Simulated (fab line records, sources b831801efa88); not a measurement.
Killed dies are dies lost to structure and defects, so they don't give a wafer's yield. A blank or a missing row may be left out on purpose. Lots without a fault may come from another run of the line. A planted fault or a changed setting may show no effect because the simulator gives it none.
Chamber matching | flow sfq_line | SFQ_TRILAYER_I0_VIA_ETCH_VIA_ETCH_034 on rie_diel-02: 4 sister chambers
The step etches SiO2 in CHF3, stops on Nb, target depth 260 nm. 14 wafers are shown with their chamber, then 7 later ones without.

WAFERS WITH THEIR CHAMBER
wafer  | chamber | drypump_motor_current_A (A) | oes_product_au (a.u.)
L662.1 | 1       | 6.1                         | 0.855
L662.5 | 3       | 5.9                         | 0.858
L662.6 | 0       | 5.5                         | 0.846
L663.1 | 0       | 5.5                         | 0.848
L663.2 | 3       | 5.9                         | 0.850
L663.6 | 1       | 6.1                         | 0.851
L665.1 | 0       | 5.5                         | 0.859
L665.3 | 1       | 6.1                         | 0.847
L665.4 | 3       | 5.9                         | 0.862
L667.1 | 2       | 5.8                         | 0.854
L667.2 | 1       | 6.1                         | 0.847
L667.3 | 0       | 5.6                         | 0.856
L668.2 | 2       | 5.9                         | 0.845
L668.3 | 1       | 6.1                         | 0.850

SIGNATURES (means of the wafers above)
reading                 | chamber 0 | chamber 1 | chamber 2 | chamber 3 | scatter within a chamber
drypump_motor_current_A | 5.525     | 6.100     | 5.850     | 5.900     | 0.0354
oes_product_au          | 0.85225   | 0.85000   | 0.84950   | 0.85667   | 0.00525
Rule: a wafer's distance from a chamber is the root of the sum, over the readings, of the square of ((its reading less the chamber's mean) divided by the reading's scatter). The wafer belongs to the nearest chamber; if the next one is less than 2 further off, it can't be placed. The scatter: the root of (the sum of the squares of (reading less its chamber's mean) over the shown wafers, divided by (wafers less chambers)).

WAFERS WITHOUT THEIR CHAMBER
wafer  | drypump_motor_current_A (A) | oes_product_au (a.u.)
L668.4 | 5.8                         | 0.852
L671.2 | 5.8                         | 0.854
L671.5 | 6.1                         | 0.855
L671.6 | 5.9                         | 0.846
L676.1 | 5.8                         | 0.858
L676.2 | 6.1                         | 0.862
L676.5 | 5.9                         | 0.852

WHICH CHAMBER EACH WENT THROUGH
wafer  | from the rows above     | in truth
L668.4 | can't be placed: 2 or 3 | 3
L671.2 | can't be placed: 2 or 3 | 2
L671.5 | 1                       | 1
L671.6 | can't be placed: 2 or 3 | 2
L676.1 | can't be placed: 2 or 3 | 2
L676.2 | 1                       | 1
L676.5 | can't be placed: 3 or 2 | 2
Placed correctly: 2 of 7. Can't be placed from these rows: 5 (the true chamber is among the candidates in 5). Placed wrongly: 0.
